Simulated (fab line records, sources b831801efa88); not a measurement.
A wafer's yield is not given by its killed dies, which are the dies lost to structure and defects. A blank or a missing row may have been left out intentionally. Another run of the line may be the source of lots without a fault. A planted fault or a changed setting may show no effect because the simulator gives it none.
fab line records    flow sky130
record: lots: 5  wafers: 15  lastDay: 49
route steps=708 shown VIA4@643 METAL5@661 PASSIVATION@681 PAD_OPEN@708
lots that met no fault: from a run of the same line without faults
startH: hours from the record's first day to the start of the lot's first wafer shown    waitH: time in hours since the lot's previous step    " the same as in the row above    L1.1+2: several wafers, shown together as one row    - value missing, or start not given    * or withheld: withheld    < > ~ a bound
route shown NAME@n: a module of which the file shows steps, and the number in the route of the first    usual: mean/standard deviation taken from wafers without a fault    same: alike in all rows    chamber/n: place in a boat    sites: per-site readings    _std_site: standard deviation of those values    _edge_site: inner sites' mean taken away from outer sites' mean    radiusMm: how far each site lies from the wafer's centre    mask NAME#n: copy n    behind: tool/chamber where the wafer was last shaped    hold: the reason the lot was held/the length of the hold in hours/how it ended    device: which transistor (n, p or np) failed to switch    end of line: the same wafers' tests at the end of the route    where a step has no rows: the recipe by itself    killed: count of dies lost to structure and defects at first sort (not the wafer's yield)    map: a wafer's dies, x killed, . not, _ none there
set.NAME: the setting the step ran with; set.NAME@STEP: the setting that earlier step ran with    model.NAME: the simulator's own value behind a step, which no gauge read
lots at selected steps of the route; one table per step, one row per wafer
== steps ==
step: SKY_VIA4_DEHYDRATE_04
recipe: tempC: 200  timeS: 60
step: SKY_VIA4_HMDS_05
recipe: primeTimeS: 60  primeTempC: 120
step: SKY_VIA4_COAT_06
recipe: resist: NOVOLAK  spinRpm: 3000  resistThkNm: 1140
step: SKY_VIA4_SOFTBAKE_07
recipe: tempC: 90  timeS: 60  resist: NOVOLAK
step: SKY_VIA4_EXPOSE_08
recipe: maskId: VIM4  na: 0.6  sourceShape: conventional  sigmaOuter: 0.6  polarization: unpolarized  targetCdNm: 800  doseMj: 132
step: SKY_VIA4_PEB_09
recipe: tempC: withheld  timeS: *  resist: NOVOLAK
step: SKY_VIA4_DEVELOP_10
recipe: resist: NOVOLAK  developer: TMAH  developTimeS: 60  devTempC: 23
step: SKY_VIA4_ETCH_12
recipe: target: SiO2  chemistry: C4F8/O2/Ar  stopOn: TiN  maskMaterial: NOVOLAK  sourceW: 1500  biasW: 1200  pressureMtorr: 40  c4f8FlowSccm: withheld  O2_flow_sccm: 6  Ar_flow_sccm: 300  timeS: withheld  targetDepthA: 5800
step: SKY_VIA4_STRIP_13
recipe: chemistry: O2/N2  powerW: 1400  pressureMtorr: 1500  platenTempC: withheld  o2FlowSccm: 3000  n2FlowSccm: 300  overashFraction: 0.5
step: SKY_VIA4_STRIP_14
recipe: chemistry: postEtchResidueRemover  timeS: 1200  tempC: 72.5
step: SKY_VIA4_CLEAN_15
recipe: chemistry: IPA  timeS: 180  tempC: 25
step: SKY_VIA4_CLEAN_16
recipe: chemistry: O3/DIW  dry: n2Spin
lot.wafer   tool         chamber  startH   waitH
L550.3+4+6  wetBench-02  1        1030.05  0.0
L555.1+4+6  wetBench-04  3        1061.79  0.0
L559.1+4+5  wetBench-04  3        1087.48  0.0
L562.1+2+3  wetBench-04  3        1110.36  0.0
L563.2+3+4  wetBench-04  3        1114.88  0.0
step: SKY_VIA4_SPUTTER_17
recipe: material: TiN  targetThkNm: 20  chamberPressurePa: 5  powerW: 4000  timeS: 80
step: SKY_VIA4_CVD_18
recipe: material: W  targetThkNm: 505  timeS: 152.14  tempC: 400  pressureTorr: 40
step: SKY_VIA4_CMP_21
recipe: stopOn: SiO2  tOverpolishS: 25  downForcePsi: 3.5  platenRpm: 60  targetThkNm: 0  padVelocityMS: 0.94248
step: SKY_METAL5_SPUTTER_00
recipe: material: Ti  targetThkNm: 15  powerW: 3000  timeS: 10  chamberPressurePa: 0.4
step: SKY_METAL5_SPUTTER_01
recipe: material: TiN  targetThkNm: 20  powerW: 6500  timeS: 16.7  chamberPressurePa: 0.4
step: SKY_METAL5_SPUTTER_02
recipe: material: AlCu  targetThkNm: 1150  powerW: 10600  timeS: 61.2  chamberPressurePa: 0.4
step: SKY_METAL5_SPUTTER_03
recipe: material: Ti  targetThkNm: 5  powerW: 3000  timeS: 3.3  chamberPressurePa: 0.4
step: SKY_METAL5_SPUTTER_04
recipe: material: TiN  targetThkNm: 70  powerW: 6500  timeS: 58.3  chamberPressurePa: 0.4
step: SKY_METAL5_DEHYDRATE_07
recipe: tempC: 200  timeS: 60
step: SKY_METAL5_HMDS_08
recipe: primeTimeS: 60  primeTempC: 120
step: SKY_METAL5_COAT_09
recipe: resist: NOVOLAK  spinRpm: 3000  resistThkNm: 1800
step: SKY_METAL5_SOFTBAKE_10
recipe: tempC: 90  timeS: 60  resist: NOVOLAK
step: SKY_METAL5_EXPOSE_11
recipe: maskId: MM5  na: 0.6  sourceShape: conventional  sigmaOuter: 0.6  polarization: unpolarized  targetCdNm: 1600  doseMj: 190
step: SKY_METAL5_PEB_12
recipe: tempC: withheld  timeS: *  resist: NOVOLAK
step: SKY_METAL5_DEVELOP_13
recipe: resist: NOVOLAK  developer: TMAH  developTimeS: 60  devTempC: 23
step: SKY_METAL5_DESCUM_14
recipe: chemistry: O2  sourcePowerW: 150  biasPowerW: 0  pressureMtorr: 10  tempC: 40  timeS: 11
step: SKY_METAL5_METAL_ETCH_15
recipe: targetDepthA: 12600  stopOn: SiO2  overEtchFrac: 0.2  timeS: 252  chemistry: Cl2/BCl3  resistSidewallDeg: 86  pressureMtorr: 10  icpW: 900  biasW: 48.5  Cl2_flow_sccm: 60  bcl3FlowSccm: 30
step: SKY_METAL5_STRIP_16
recipe: chemistry: O2/N2  powerW: 1400  pressureMtorr: 1500  platenTempC: withheld  o2FlowSccm: 3000  n2FlowSccm: 300  overashFraction: 0.5
step: SKY_METAL5_STRIP_17
recipe: chemistry: postEtchResidueRemover  timeS: 1200  tempC: 72.5
step: SKY_METAL5_CLEAN_18
recipe: chemistry: IPA  timeS: 180  tempC: 25
step: SKY_METAL5_CLEAN_19
recipe: chemistry: O3/DIW  dry: n2Spin
step: SKY_PASSIVATION_CVD_00
recipe: material: SiO2  targetThkNm: 90  tempC: 400  timeS: withheld  rfW: 600
step: SKY_PASSIVATION_CVD_02
recipe: material: Si3N4  targetThkNm: 540  tempC: 400  timeS: withheld  rfW: 450
step: SKY_PAD_OPEN_PROBE_99
usual: defectLimitedYield: 82.4/1.8  killed_at_M0_to_M3: 45/6.8  killed_at_M4_up: 3.2/1.6  killedAtContacts: 24/5.1  killedAtFrontEnd: 14/4.4  killedAtOther: 0.4/0.65  killedDies: 87/8.8  killedOpen: 47/7.2  killedShort: 39/6.1  sort_bin_3_pad_short: 0.9/0.38  sort_bin_5_function: 10.4/1.5  sort_bin_6_memory: 6.4/1.1  sortNPass: 405/8.8  sortYieldPct: 82.4/1.8
same: grossDies: 492  killedAtBackSide: 0  sort_bin_4_leakage[%]: 0  sort_bin_8_speed[%]: 0
lot.wafer  tool       chamber  startH   waitH  defectLimitedYield[%]  killed_at_M0_to_M3  killed_at_M4_up  killedAtContacts  killedAtFrontEnd  killedAtOther  killedDies  killedOpen  killedShort  sort_bin_3_pad_short[%]  sort_bin_5_function[%]  sort_bin_6_memory[%]  sortNPass  sortYieldPct[%]  model.etest.tester.sortNPass  model.etest.tester.sortYieldPct  model.etest.tester.sort_bin_5_pct  model.etest.tester.sort_bin_3_pct
L550.3     prober-02  -        1099.20  0.2    79.7                   54                  6                28                11                1              100         62          38           0.8                      11.8                    7.7                   392        79.7             392                           79.67                            11.79                              0.813
L550.4     prober-02  -        1099.25  0.2    78.3                   51                  4                32                20                0              107         63          44           0.8                      13.2                    7.7                   385        78.3             385                           78.25                            13.21                              0.813
L550.6     prober-02  -        1099.35  0.2    78.7                   54                  3                34                14                0              105         62          43           1.2                      15.0                    5.1                   387        78.7             387                           78.66                            15.04                              1.22
L555.1     prober-01  -        1126.34  0.1    83.7                   39                  3                29                9                 0              80          49          31           0.2                      11.0                    5.1                   412        83.7             412                           83.74                            10.98                              0.2033
L555.4     prober-01  -        1126.49  0.2    83.5                   37                  3                31                9                 1              81          52          29           0.4                      8.7                     7.3                   411        83.5             411                           83.54                            8.74                               0.4065
L555.6     prober-01  -        1126.59  0.2    81.5                   47                  3                22                18                1              91          51          40           0.8                      11.0                    6.7                   401        81.5             401                           81.5                             10.98                              0.813
L559.1     prober-01  -        1150.83  0.1    81.5                   39                  20               22                10                0              91          40          33           1.8                      9.6                     7.1                   401        81.5             401                           81.5                             9.553                              1.829
L559.4     prober-01  -        1150.98  0.2    80.9                   40                  16               22                16                0              94          49          33           0.8                      10.8                    7.5                   398        80.9             398                           80.89                            10.77                              0.813
L559.5     prober-01  -        1151.03  0.2    80.9                   37                  15               24                18                0              94          45          36           1.2                      13.2                    4.7                   398        80.9             398                           80.89                            13.21                              1.22
L562.1     prober-02  -        1169.99  0.1    80.7                   43                  23               17                12                0              95          41          37           1.4                      11.6                    6.3                   397        80.7             397                           80.69                            11.59                              1.423
L562.2     prober-02  -        1170.04  0.1    80.3                   37                  24               20                16                0              97          44          35           1.0                      10.4                    8.3                   395        80.3             395                           80.28                            10.37                              1.016
L562.3     prober-02  -        1170.09  0.2    81.3                   40                  14               25                13                0              92          35          45           2.0                      12.0                    4.7                   400        81.3             400                           81.3                             11.99                              2.033
L563.2     prober-01  -        1174.52  0.1    81.9                   42                  18               15                14                0              89          44          29           1.0                      12.0                    5.1                   403        81.9             403                           81.91                            11.99                              1.016
L563.3     prober-01  -        1174.57  0.2    75.8                   48                  27               20                24                0              119         46          52           3.3                      14.6                    6.3                   373        75.8             373                           75.81                            14.63                              3.252
L563.4     prober-01  -        1174.62  0.2    79.3                   44                  20               21                17                0              102         53          35           0.8                      13.4                    6.5                   390        79.3             390                           79.27                            13.41                              0.813
killed by level:class
L550.3 VIA1:geometricParticle:open=14 CONTACT:geometricParticle:open=10 LI_CONTACT:geometricParticle:open=10 VIA3:geometricParticle:open=8 VIA2:geometricParticle:open=7 METAL2:geometricParticle:short=5 LOCAL_INTERCONNECT:geometricParticle:short=5 METAL1:geometricParticle:short=5
L550.4 CONTACT:geometricParticle:open=17 VIA1:geometricParticle:open=14 POLY_GATE:geometricParticle:open=7 CONTACT:geometricParticle:short=7 VIA1:geometricParticle:short=7 VIA2:geometricParticle:open=7 METAL1:geometricParticle:short=6 VIA3:geometricParticle:open=6
L550.6 CONTACT:geometricParticle:open=14 VIA1:geometricParticle:open=13 VIA3:geometricParticle:open=11 LI_CONTACT:geometricParticle:open=7 VIA1:geometricParticle:short=7 VIA2:geometricParticle:open=6 FIELD_ISO:geometricParticle:short=5 LI_CONTACT:geometricParticle:short=5
L555.1 CONTACT:geometricParticle:open=14 VIA1:geometricParticle:open=10 VIA2:geometricParticle:open=8 VIA3:geometricParticle:open=7 LI_CONTACT:geometricParticle:open=6 METAL1:geometricParticle:short=5 CONTACT:geometricParticle:short=4 FIELD_ISO:geometricParticle:short=3
L555.4 CONTACT:geometricParticle:open=16 VIA2:geometricParticle:open=10 LI_CONTACT:geometricParticle:open=6 VIA1:geometricParticle:open=6 METAL1:geometricParticle:short=5 LOCAL_INTERCONNECT:geometricParticle:short=4 CONTACT:geometricParticle:short=4 METAL2:geometricParticle:open=4
L555.6 VIA1:geometricParticle:open=11 VIA1:geometricParticle:short=10 VIA2:geometricParticle:open=10 CONTACT:geometricParticle:open=9 METAL3:geometricParticle:short=7 FIELD_ISO:geometricParticle:open=6 CONTACT:geometricParticle:short=5 FIELD_ISO:geometricParticle:short=4
L559.1 VIA4:unspecified=17 CONTACT:geometricParticle:open=11 VIA1:geometricParticle:open=8 VIA3:geometricParticle:short=6 LI_CONTACT:geometricParticle:open=5 CONTACT:geometricParticle:short=5 VIA2:geometricParticle:open=5 VIA3:geometricParticle:open=5
L559.4 VIA4:unspecified=12 VIA3:geometricParticle:open=10 LI_CONTACT:geometricParticle:open=8 CONTACT:geometricParticle:open=8 VIA2:geometricParticle:open=6 VIA1:geometricParticle:open=6 FIELD_ISO:geometricParticle:short=5 VIA1:geometricParticle:short=5
L559.5 VIA4:unspecified=13 VIA1:geometricParticle:open=9 LI_CONTACT:geometricParticle:open=8 VIA3:geometricParticle:open=7 CONTACT:geometricParticle:open=5 CONTACT:geometricParticle:short=5 VIA2:geometricParticle:open=5 VIA3:geometricParticle:short=5
L562.1 VIA4:unspecified=17 CONTACT:geometricParticle:open=10 VIA1:geometricParticle:open=8 VIA3:geometricParticle:open=8 METAL1:geometricParticle:short=5 FIELD_ISO:geometricParticle:open=4 FIELD_ISO:geometricParticle:short=4 VIA1:geometricParticle:short=4
L562.2 VIA4:unspecified=18 VIA1:geometricParticle:open=12 LI_CONTACT:geometricParticle:open=6 CONTACT:geometricParticle:open=6 METAL1:geometricParticle:short=6 VIA1:geometricParticle:short=5 METAL4:geometricParticle:short=5 POLY_GATE:geometricParticle:open=4
L562.3 VIA4:unspecified=12 CONTACT:geometricParticle:open=8 METAL1:geometricParticle:short=8 VIA1:geometricParticle:open=7 METAL2:geometricParticle:short=7 LI_CONTACT:geometricParticle:open=6 FIELD_ISO:geometricParticle:short=5 FIELD_ISO:geometricParticle:open=4
L563.2 VIA4:unspecified=16 VIA1:geometricParticle:open=10 VIA2:geometricParticle:open=10 VIA3:geometricParticle:open=8 CONTACT:geometricParticle:open=6 FIELD_ISO:geometricParticle:short=5 POLY_GATE:geometricParticle:short=5 METAL2:geometricParticle:short=4
L563.3 VIA4:unspecified=20 FIELD_ISO:geometricParticle:short=9 VIA1:geometricParticle:open=9 CONTACT:geometricParticle:open=8 VIA3:geometricParticle:open=7 METAL2:geometricParticle:short=7 METAL4:geometricParticle:short=7 VIA1:geometricParticle:short=6
L563.4 VIA4:unspecified=14 VIA1:geometricParticle:open=12 FIELD_ISO:geometricParticle:open=9 VIA2:geometricParticle:open=8 CONTACT:geometricParticle:open=7 VIA3:geometricParticle:open=5 FIELD_ISO:geometricParticle:short=4 METAL2:geometricParticle:short=4
map L559.4 (x killed, . not)
__________.x.x......_________
________......x.x...x._______
______.....xx...x....x.._____
_____..x.................____
____.........x...x........___
___........x..x.....x.xx..x__
__xxx...x......x.....x...xxx_
_x..x...............x....xxx.
_.x......x........x..........
_..........x...x.......x.....
_x.....xxx......x..xx..x...x.
_x......x....................
_x....xx.......x...........x.
_....x.....x.......xxx.......
_........xx.x........x....x..
__.........xx......xx..xx..._
___.x.........xx........xxx__
____........x..........xxx___
_____.........x.x....x.xx____
______.......x..x..x.xxx_____
________.......xx....._______
__________.........._________
map L562.2 (x killed, . not)
__________.........._________
________......x......._______
______.x....x.x.x......._____
_____........xx.......x.x____
____x......x.x.x.xx....xx.___
___......x......x........x.__
__x...x...........x...x....._
_...........x.....xx.........
_............x....xxx.......x
_.....x..........x....x.x...x
_.....x.........x......x..x..
_...x....xxxx.....x.........x
_.x.....x..............x.....
_...............x.xxx.x....x.
_x...............x.........x.
__....x..x.......xx...xxxxx._
___......x.............xxxx__
____.x........x....x.xxxxx___
_____x..x....x...x..x.xxx____
______...........xx..xxx_____
________..x..........x_______
__________.........._________
== key ==
firstSign: step: SKY_PAD_OPEN_PROBE_99  reading: killed_at_M4_up  direction: up  sigmas: 10  usual: 3.2  struck: 19.7
effect: step: SKY_PAD_OPEN_PROBE_99  reading: sort_bin_3_pad_short  direction: up  sigmas: 1.7  usual: 0.9  struck: 1.5  wafersMoved: 3
modelEffect: step: SKY_PAD_OPEN_PROBE_99  value: etest.tester.sortNPass  without: 409  struck: 395
metAt SKY_VIA4_CLEAN_16
struckWafers L559.1,L559.4,L559.5,L562.1,L562.2,L562.3,L563.2,L563.3,L563.4
onsetBetween 1061.79 1087.48
alsoFits time
fault: kind: chamberParticleSource  tool: wetBench-04  chamber: -  onsetH: 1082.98  steps: SKY_VIA4_CLEAN_16  ratePerVisitCm2: 0.61097  endH: 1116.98
